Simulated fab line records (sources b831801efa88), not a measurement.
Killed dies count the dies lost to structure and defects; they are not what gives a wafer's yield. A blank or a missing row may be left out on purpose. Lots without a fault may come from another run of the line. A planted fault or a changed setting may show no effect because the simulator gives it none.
Which of the tools did it? -- flow sky130 -- Sampling: 7 lots, 21 wafers, 3 of 708 route steps

== WHAT THE GAUGES SHOWED, per wafer ==
SKY_VT_ADJUST_LVTN_OVL_MEAS_18.
lot,measured,on,VT_ADJUST_LVTN_01_OVL (nm)
L214,day 7 21:00,overlay-02,1.1 -0.7 0.2
L218,day 8 14:30,overlay-01,1.1 0.9 1.4
L222,day 9 23:21,overlay-02,1.6 2.0 0.0
L224,day 10 09:27,overlay-01,3.6 0.4 1.2
L228,day 11 15:04,overlay-01,-0.6 -0.9 0.0
L233,day 13 08:00,overlay-01,0.7 -0.7 1.0
L237,day 14 20:30,overlay-02,2.5 -0.5 0.5

== EACH LOT AND THE TOOL THAT RAN IT (in order: tool; ch and the chambers of the sampled wafers; start) ==
lot,SKY_FIELD_ISO_ETCH_14,SKY_NWELL_IMPLANT_12
L214,"rie_diel-01 ch 0,2,3, day 2 10:37","implanter-03 ch 0, day 4 18:20"
L218,"rie_diel-01 ch 1,2,3, day 3 00:14","implanter-03 ch 0, day 5 09:13"
L222,"rie_diel-04 ch 1,3, day 4 02:16","implanter-02 ch 0, day 6 13:44"
L224,"rie_diel-02 ch 2,3, day 4 09:07","implanter-02 ch 0, day 6 22:21"
L228,"rie_diel-01 ch 0,2,3, day 5 06:08","implanter-01 ch 0, day 7 23:17"
L233,"rie_diel-02 ch 0,1,2, day 6 10:50","implanter-03 ch 0, day 9 10:26"
L237,"rie_diel-02 ch 1,2,3, day 7 14:32","implanter-03 ch 0, day 10 16:03"
- SKY_FIELD_ISO_ETCH_14: etches BARC in N2/H2, stops on SiO2, time 45.9 s, target depth 60 nm.
- SKY_NWELL_IMPLANT_12

== THE ANSWER, worked out from the rows above alone ==
Rule: the usual values come from the lots themselves. Put in order of their means at a reading, lots are off if they are a third of the lots or fewer, leave a main group of 4 or more, and stand apart from it by a gap of 3 or more times the standard deviation of the main group's means; of several such gaps the widest counts. A main group whose means are all the same, to the digits that the tables above print for the reading, isn't used. A lot without any number at a reading at which 4 lots or more have one is off too. Any other lot the step has rows for is counted as sound.
No lot is off at any reading shown: from this, nothing can be told.

== WHAT THE SIMULATOR PUT IN ==
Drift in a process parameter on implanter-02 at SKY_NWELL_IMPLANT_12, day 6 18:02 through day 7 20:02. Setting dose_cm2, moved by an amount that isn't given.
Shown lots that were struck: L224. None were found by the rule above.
